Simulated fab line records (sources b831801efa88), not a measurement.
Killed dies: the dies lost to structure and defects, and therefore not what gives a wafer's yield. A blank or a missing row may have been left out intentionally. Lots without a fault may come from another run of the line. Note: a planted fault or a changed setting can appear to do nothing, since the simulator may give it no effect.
fab line records	flow sky130
record lots=13	wafers=39	last-day=50
route steps=708 shown METAL1@449 VIA1@461 VIA2@509 PAD_OPEN@708
lots untouched by any fault: they come from a run of this same line in which no faults occurred
start-h: start of the lot's first displayed wafer, in hours after the record's first day	wait-h: hours since the lot's step before	" identical to the entry in the row above	L1.1+2: one row covering several wafers at once	- value missing, or start not given	* or withheld: withheld	< > ~ a bound
route shown NAME@n: names a module that has steps shown in the file, with the first one's number in the route	usual: mean and standard deviation over wafers with no fault	same: alike in all rows	chamber/n: place in a boat	sites: per-site readings	_std_site: their standard deviation	_edge_site: mean of outer sites minus mean of inner sites	radius-mm: for every site, how far away it sits from the centre of the wafer	mask NAME#n: copy n	behind: tool/chamber where the wafer was last shaped	hold: reason for holding the lot/hours on hold/outcome of the hold	device: which transistor (n, p or np) failed to switch	end of line: the same wafers' tests at the end of the route	a step given without rows: its recipe and nothing more	killed: dies that structure and defects cost at the first sort, which is not the same as the wafer's yield	map: a wafer's dies, marking killed ones x, the rest . and places with no die _
set.NAME: setting as actually run; set.NAME@STEP: the setting as run at that earlier step	model.NAME: the simulator's own value behind a step, which no gauge read
a sample of lots followed through the steps of the route, with each step as a table and each wafer as a row
services: a tool's chamber out of use, with start hour (start-h, from the record's first day; less than 0 if before it), hours out, and reason
## steps
# step SKY_METAL1_CD_MEAS_15
# recipe target-cd-nm=140
# usual cd-nm=139.9/1.6
lot.wafer	tool	chamber	start-h	wait-h	cd-nm
L253.2	cd-sem-02	-	757.13	-	139.4
L253.3	"	-	"	"	140.7
L253.5	"	-	"	"	140.4
L255.1	cd-sem-01	-	772.78	-	137.3
L255.4	"	-	"	"	138.5
L255.5	"	-	"	"	138.5
L257.1	cd-sem-02	-	799.06	-	138.9
L257.3	"	-	"	"	139.4
L257.6	"	-	"	"	139.4
L259.2	cd-sem-02	-	809.54	-	141.2
L259.5	"	-	"	"	140.0
L259.6	"	-	"	"	140.2
L261.1	cd-sem-01	-	819.71	-	140.4
L261.2	"	-	"	"	141.9
L261.3	"	-	"	"	141.8
L262.1	cd-sem-02	-	832.29	-	143.5
L262.4	"	-	"	"	143.1
L262.5	"	-	"	"	143.2
L266.4	cd-sem-01	-	863.77	-	141.5
L266.5	"	-	"	"	141.4
L266.6	"	-	"	"	140.9
L271.2	cd-sem-02	-	899.59	-	138.5
L271.3	"	-	"	"	138.5
L271.4	"	-	"	"	136.2
L272.1	cd-sem-02	-	920.27	-	140.0
L272.4	"	-	"	"	141.6
L272.5	"	-	"	"	139.8
L274.2	cd-sem-01	-	927.54	-	140.5
L274.5	"	-	"	"	139.0
L274.6	"	-	"	"	140.6
L275.1	cd-sem-02	-	928.77	-	137.7
L275.3	"	-	"	"	136.6
L275.5	"	-	"	"	136.9
L273.1	cd-sem-02	-	931.22	-	137.3
L273.4	"	-	"	"	137.3
L273.5	"	-	"	"	138.2
L276.2	cd-sem-01	-	934.99	-	139.3
L276.3	"	-	"	"	137.7
L276.5	"	-	"	"	140.2
# step SKY_METAL1_DESCUM_17
# recipe chemistry=O2	source-power-w=150	bias-power-w=0	pressure-mtorr=10	temp-c=40	time-s=8
# usual drypump-motor-current-A=5.73/0.22	oes-product-au=1.001/0.008	rf-fwd-power-W=146.9/0.76
lot.wafer	tool	chamber	start-h	wait-h	drypump-motor-current-A	oes-product-au	rf-fwd-power-W	rf-hours-counter-h
L253.2	rie-metal-01	1	757.27	0.0	5.76	1.000	146.1	15
L253.3	"	0	"	"	5.66	0.997	146.5	-
L253.5	"	0	"	"	5.69	1.010	146.5	-
L255.1	rie-metal-02	1	772.94	0.0	6.15	0.995	147.5	9
L255.4	"	0	"	"	5.67	0.997	148.1	-
L255.5	"	0	"	"	5.70	1.004	148.1	-
L257.1	rie-metal-01	0	799.22	0.0	5.74	1.004	146.5	2
L257.3	"	0	"	"	5.69	0.995	147.0	-
L257.6	"	0	"	"	5.72	1.017	147.0	-
L259.2	rie-metal-02	0	809.67	0.0	5.68	0.994	148.2	13
L259.5	"	0	"	"	5.64	1.007	148.4	-
L259.6	"	1	"	"	6.16	0.986	146.6	-
L261.1	rie-metal-02	1	819.87	0.0	6.10	0.992	147.1	10
L261.2	"	0	"	"	5.67	1.004	148.3	13
L261.3	"	0	"	"	5.68	0.995	149.0	-
L262.1	rie-metal-01	1	832.45	0.0	5.73	1.004	146.7	1
L262.4	"	1	"	"	5.75	1.008	146.0	-
L262.5	"	1	"	"	5.74	0.997	146.1	-
L266.4	rie-metal-01	1	863.88	0.0	5.75	1.013	147.1	-
L266.5	"	1	"	"	5.73	1.008	146.3	-
L266.6	"	0	"	"	5.68	0.999	146.6	-
L271.2	rie-metal-02	0	899.73	0.0	5.66	1.000	148.3	0
L271.3	"	1	"	"	6.18	0.996	146.9	-
L271.4	"	0	"	"	5.71	1.001	147.6	-
L272.1	rie-metal-01	0	920.43	0.0	5.72	1.000	146.7	8
L272.4	"	0	"	"	5.70	1.008	146.4	-
L272.5	"	1	"	"	5.74	1.003	145.8	-
L274.2	rie-metal-01	0	927.68	0.0	5.70	1.001	147.0	8
L274.5	"	1	"	"	5.75	1.011	147.6	-
L274.6	"	0	"	"	5.69	1.003	147.7	-
L275.1	rie-metal-01	0	928.93	0.0	5.67	1.007	147.2	8
L275.3	"	0	"	"	5.69	1.006	146.8	-
L275.5	"	0	"	"	5.66	1.008	146.5	-
L273.1	rie-metal-01	0	931.38	0.0	5.69	1.003	146.3	8
L273.4	"	1	"	"	5.76	1.009	145.6	-
L273.5	"	0	"	"	5.70	1.009	146.4	-
L276.2	rie-metal-03	0	935.14	0.0	5.43	1.001	146.2	-
L276.3	"	0	"	"	5.40	0.997	146.6	-
L276.5	"	0	"	"	5.42	0.986	146.4	-
# step SKY_VIA1_BOW_MEAS_03
# recipe mode=bow
# usual VIA1_BOW=80/7.6
lot.wafer	tool	chamber	start-h	wait-h	VIA1_BOW[um]
L253.2	film-metro-03	-	758.69	0.2	75
L253.3	"	-	"	"	80
L253.5	"	-	"	"	78
L255.1	film-metro-01	-	774.49	0.3	79
L255.4	"	-	"	"	86
L255.5	"	-	"	"	85
L257.1	film-metro-03	-	800.65	0.2	85
L257.3	"	-	"	"	84
L257.6	"	-	"	"	81
L259.2	film-metro-02	-	810.94	0.1	83
L259.5	"	-	"	"	83
L259.6	"	-	"	"	79
L261.1	film-metro-02	-	821.13	0.2	85
L261.2	"	-	"	"	79
L261.3	"	-	"	"	81
L262.1	film-metro-03	-	833.88	0.1	82
L262.4	"	-	"	"	72
L262.5	"	-	"	"	83
L266.4	film-metro-03	-	865.18	0.2	88
L266.5	"	-	"	"	83
L266.6	"	-	"	"	79
L271.2	film-metro-01	-	901.04	0.3	74
L271.3	"	-	"	"	86
L271.4	"	-	"	"	78
L272.1	film-metro-02	-	921.67	0.1	86
L272.4	"	-	"	"	85
L272.5	"	-	"	"	100
L274.2	film-metro-01	-	928.95	0.2	83
L274.5	"	-	"	"	69
L274.6	"	-	"	"	61
L275.1	film-metro-01	-	930.21	0.1	73
L275.3	"	-	"	"	77
L275.5	"	-	"	"	81
L273.1	film-metro-02	-	932.66	0.1	83
L273.4	"	-	"	"	75
L273.5	"	-	"	"	79
L276.2	film-metro-01	-	936.61	0.3	84
L276.3	"	-	"	"	86
L276.5	"	-	"	"	88
# step SKY_VIA2_CMP_02
# recipe material=SiO2	down-force-psi=4	platen-rpm=60	pad-velocity-m-s=0.94248
# usual motor-current-A=12.2/1.9	platen-rpm=60.00/0.037
lot.wafer	tool	chamber	start-h	wait-h	motor-current-A	platen-rpm
L253.2	cmp-02	1	814.88	0.0	9.2	60.01
L253.3	"	2	"	"	12.1	60.00
L253.5	"	2	"	"	12.3	60.00
L255.4	cmp-02	3	829.33	0.1	15.6	60.01
L255.1	"	1	"	"	9.6	60.02
L255.5	"	3	"	"	15.5	60.06
L257.3	cmp-01	2	856.09	0.0	11.4	60.03
L257.1	"	1	"	"	11.7	60.02
L257.6	"	2	"	"	11.9	59.96
L259.2	cmp-02	1	866.33	0.1	9.6	60.05
L259.6	"	0	"	"	10.7	60.00
L259.5	"	1	"	"	9.3	60.00
L261.3	cmp-01	0	876.46	0.0	14.2	59.96
L261.1	"	1	"	"	11.7	60.07
L261.2	"	3	"	"	13.2	60.01
L262.1	cmp-02	2	888.85	0.1	12.5	60.05
L262.4	"	0	"	"	10.6	54.01
L262.5	"	1	"	"	9.8	60.05
L266.4	cmp-02	0	918.19	0.1	11.1	54.01
L266.5	"	3	"	"	16.2	59.98
L266.6	"	0	"	"	10.9	54.01
L271.3	cmp-01	0	952.37	0.0	13.5	60.00
L271.4	"	2	"	"	11.2	59.99
L271.2	"	3	"	"	13.3	59.99
L272.4	cmp-02	1	973.40	0.0	9.7	60.00
L272.1	"	0	"	"	10.7	60.00
L272.5	"	1	"	"	9.5	59.96
L274.2	cmp-01	0	981.24	0.1	13.8	60.02
L274.6	"	2	"	"	12.0	60.06
L274.5	"	3	"	"	13.1	59.90
L275.3	cmp-02	0	982.12	0.1	10.8	60.03
L275.1	"	1	"	"	9.5	60.02
L275.5	"	3	"	"	15.0	60.03
L273.1	cmp-01	1	984.08	0.1	12.1	59.97
L273.4	"	2	"	"	11.6	59.98
L273.5	"	2	"	"	12.0	59.97
L276.2	cmp-02	3	988.42	0.1	15.9	60.01
L276.3	"	0	"	"	10.2	60.01
L276.5	"	1	"	"	9.0	60.04
# step SKY_PAD_OPEN_PROBE_99
# usual defect-limited-yield=82.5/1.9	killed_at_M0_to_M3=43/6.6	killed_at_M4_up=3.0/1.8	killed-at-contacts=24/5.1	killed-at-front-end=16/4.5	killed-at-other=0.3/0.67	killed-dies=86/9.3	killed-open=47/6.9	killed-short=39/6.6	sort_bin_3_pad_short=0.9/0.41	sort_bin_5_function=10.4/1.4	sort_bin_6_memory=6.2/1.1	sort-n-pass=406/9.3	sort-yield-pct=82.5/1.9
# same gross-dies=492	killed-at-back-side=0	sort_bin_4_leakage[%]=0	sort_bin_8_speed[%]=0
lot.wafer	tool	chamber	start-h	wait-h	defect-limited-yield[%]	killed_at_M0_to_M3	killed_at_M4_up	killed-at-contacts	killed-at-front-end	killed-at-other	killed-dies	killed-open	killed-short	sort_bin_3_pad_short[%]	sort_bin_5_function[%]	sort_bin_6_memory[%]	sort-n-pass	sort-yield-pct[%]
L257.1	prober-02	-	1103.62	0.1	82.9	39	6	24	14	1	84	42	41	0.6	9.1	7.3	408	82.9
L257.3	prober-02	-	1103.72	0.2	84.3	40	6	17	14	0	77	41	35	0.8	8.7	6.1	415	84.3
L257.6	prober-02	-	1103.87	0.2	81.9	32	2	29	22	4	89	43	43	1.4	8.5	8.1	403	81.9
L261.1	prober-02	-	1118.59	0.1	85.2	34	6	18	15	0	73	37	36	1.2	9.1	4.5	419	85.2
L261.2	prober-02	-	1118.64	0.1	79.5	38	5	33	25	0	101	47	54	1.0	12.0	7.5	391	79.5
L261.3	prober-02	-	1118.69	0.2	82.9	52	1	20	11	0	84	39	45	1.0	10.2	5.9	408	82.9
# killed by level:class
L257.1 LI_CONTACT:geometric-particle:open=9 VIA1:geometric-particle:open=9 CONTACT:geometric-particle:open=7 METAL2:geometric-particle:short=7 METAL4:geometric-particle:short=5 POLY_GATE:geometric-particle:open=4 POLY_GATE:geometric-particle:short=4 METAL1:geometric-particle:short=4
L257.3 VIA1:geometric-particle:open=10 METAL1:geometric-particle:short=8 CONTACT:geometric-particle:open=8 FIELD_ISO:geometric-particle:short=7 VIA3:geometric-particle:open=5 POLY_GATE:geometric-particle:open=4 LOCAL_INTERCONNECT:geometric-particle:short=4 VIA2:geometric-particle:open=4
L257.6 LI_CONTACT:geometric-particle:open=8 CONTACT:geometric-particle:open=8 LOCAL_INTERCONNECT:geometric-particle:short=7 FIELD_ISO:geometric-particle:open=6 FIELD_ISO:geometric-particle:short=6 VIA2:geometric-particle:short=6 CONTACT:geometric-particle:short=5 POLY_GATE:geometric-particle:open=4
L261.1 VIA1:geometric-particle:open=7 CONTACT:geometric-particle:open=6 VIA3:geometric-particle:short=6 FIELD_ISO:geometric-particle:short=5 VIA2:geometric-particle:open=5 METAL4:geometric-particle:short=5 FIELD_ISO:geometric-particle:open=4 LI_CONTACT:geometric-particle:short=4
L261.2 CONTACT:geometric-particle:open=11 LI_CONTACT:geometric-particle:open=8 CONTACT:geometric-particle:short=7 METAL2:geometric-particle:short=7 FIELD_ISO:geometric-particle:open=6 POLY_GATE:geometric-particle:short=6 VIA1:geometric-particle:short=6 VIA2:geometric-particle:open=6
L261.3 VIA1:geometric-particle:open=10 CONTACT:geometric-particle:short=6 VIA2:geometric-particle:open=6 VIA1:geometric-particle:short=6 METAL2:geometric-particle:short=6 METAL3:geometric-particle:short=6 VIA3:geometric-particle:open=5 LI_CONTACT:geometric-particle:open=4
## services
tool	chamber	start-h	hours	kind
rie-metal-01	0	736.10	-	clean
cmp-01	-	738.47	2.0	repair
cmp-01	-	753.95	0.7	repair
cmp-01	-	759.44	4.0	pm
cmp-01	-	768.78	6.8	pm
rie-metal-03	-	770.98	1.4	pm
cmp-01	-	830.07	1.5	repair
rie-metal-01	0	831.71	6.1	repair
cmp-02	-	843.07	4.3	repair
rie-metal-01	0	850.89	8.2	repair
cmp-02	-	861.57	3.0	pm
cmp-01	-	879.41	0.2	repair
cmp-01	-	881.21	0.3	repair
cmp-01	-	891.57	0.3	repair
rie-metal-01	-	899.43	1.2	repair
cmp-02	-	912.29	4.0	pm
cmp-01	-	923.52	2.9	repair
rie-metal-01	-	923.78	1.2	repair
rie-metal-02	-	929.75	0.3	repair
rie-metal-02	1	929.97	4.8	repair
cmp-02	-	951.09	0.5	repair
rie-metal-03	-	960.53	1.6	repair
cmp-02	-	962.98	4.2	repair
rie-metal-03	0	986.94	14.2	repair
## key
first-sign step=SKY_VIA2_CMP_02	reading=platen-rpm	direction=down	sigmas=99+	usual=60.00	struck=54.01
effect none on later readings
met-at SKY_VIA2_CMP_02
struck-lots L262,L266
struck-wafers L262.4,L266.4,L266.6
not-acting-at SKY_METAL1_CD_MEAS_15,SKY_METAL1_DESCUM_17,SKY_VIA1_BOW_MEAS_03
onset-between 866.33 888.85
fault kind=process-parameter-drift	tool=cmp-02	chamber=0	onset-h=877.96	steps=SKY_VIA2_CMP_02	channel=platen-rpm	offset=-6	shape=step	end-h=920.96	acts-in=these-recipes-only	stated=60
